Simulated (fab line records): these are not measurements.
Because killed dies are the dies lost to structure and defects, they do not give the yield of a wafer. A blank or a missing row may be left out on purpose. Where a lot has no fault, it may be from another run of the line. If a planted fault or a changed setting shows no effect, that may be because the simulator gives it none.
Which tool was responsible? | flow sfq-line | 7 lots with 21 wafers sampled at 2 steps, on a route of 325 steps

== WHAT THE GAUGES SHOWED, per wafer ==
SFQ_M0_RS_MEAS_904: a four-point-probe measurement.
lot  | measured     | on            | M0_NB_RS (ohm/sq)
L557 | day 7 07:20  | film-metro-03 | 0.891 0.885 0.888
L559 | day 7 18:08  | film-metro-03 | 0.894 0.889 0.883
L563 | day 9 00:49  | film-metro-01 | 0.886 0.890 0.887
L570 | day 9 23:37  | film-metro-03 | 1.221 1.240 0.891 1.220 1.238 0.888
L573 | day 12 03:14 | film-metro-04 | 0.891 0.883 0.883
L576 | day 13 02:01 | film-metro-03 | 0.887 0.885 0.879
L579 | day 14 10:13 | film-metro-03 | 0.902 0.892 0.895

== TOOL THAT RAN EACH LOT (tool first, then ch and the chambers of the sampled wafers, then the start) ==
lot  | SFQ_TRILAYER_M0_DEP_SPUTTER_019
L557 | pvd-sputter-06, day 7 07:14
L559 | pvd-sputter-04, day 7 18:02
L563 | pvd-sputter-05, day 9 00:43
L570 | pvd-sputter-04, day 9 23:32
L573 | pvd-sputter-06, day 12 03:07
L576 | pvd-sputter-04, day 13 01:55
L579 | pvd-sputter-06, day 14 10:07
- SFQ_TRILAYER_M0_DEP_SPUTTER_019: material Nb, target thk 200 nm, time 133.3 s.

== THE ANSWER, worked out from the rows above alone ==
Rule: usual is defined by the lots themselves. Put in order of their means at a reading, lots are off if they are a third of the lots or fewer, leave a main group of 4 or more, and stand apart from it by a gap of 3 or more times the standard deviation of the main group's means; of several such gaps the widest counts. The tables above print the reading to a certain number of digits; a main group whose means all agree to those digits is not used. Also off: a lot with no number at a reading for which 4 or more lots have one. Any other lot the step has rows for is counted as sound.
Off: at SFQ_M0_RS_MEAS_904 (M0_NB_RS), L570. The main group has a mean of 0.888 ohm/sq with a standard deviation of 0.0039.
If a tool, at a process step before that reading, ran all the lots that are off and no sound lot after the first of them, it fits. Those tools and the gauges at SFQ_M0_RS_MEAS_904 are tried in the same way. None of those tried fits.

== WHAT WAS PUT IN BY THE SIMULATOR ==
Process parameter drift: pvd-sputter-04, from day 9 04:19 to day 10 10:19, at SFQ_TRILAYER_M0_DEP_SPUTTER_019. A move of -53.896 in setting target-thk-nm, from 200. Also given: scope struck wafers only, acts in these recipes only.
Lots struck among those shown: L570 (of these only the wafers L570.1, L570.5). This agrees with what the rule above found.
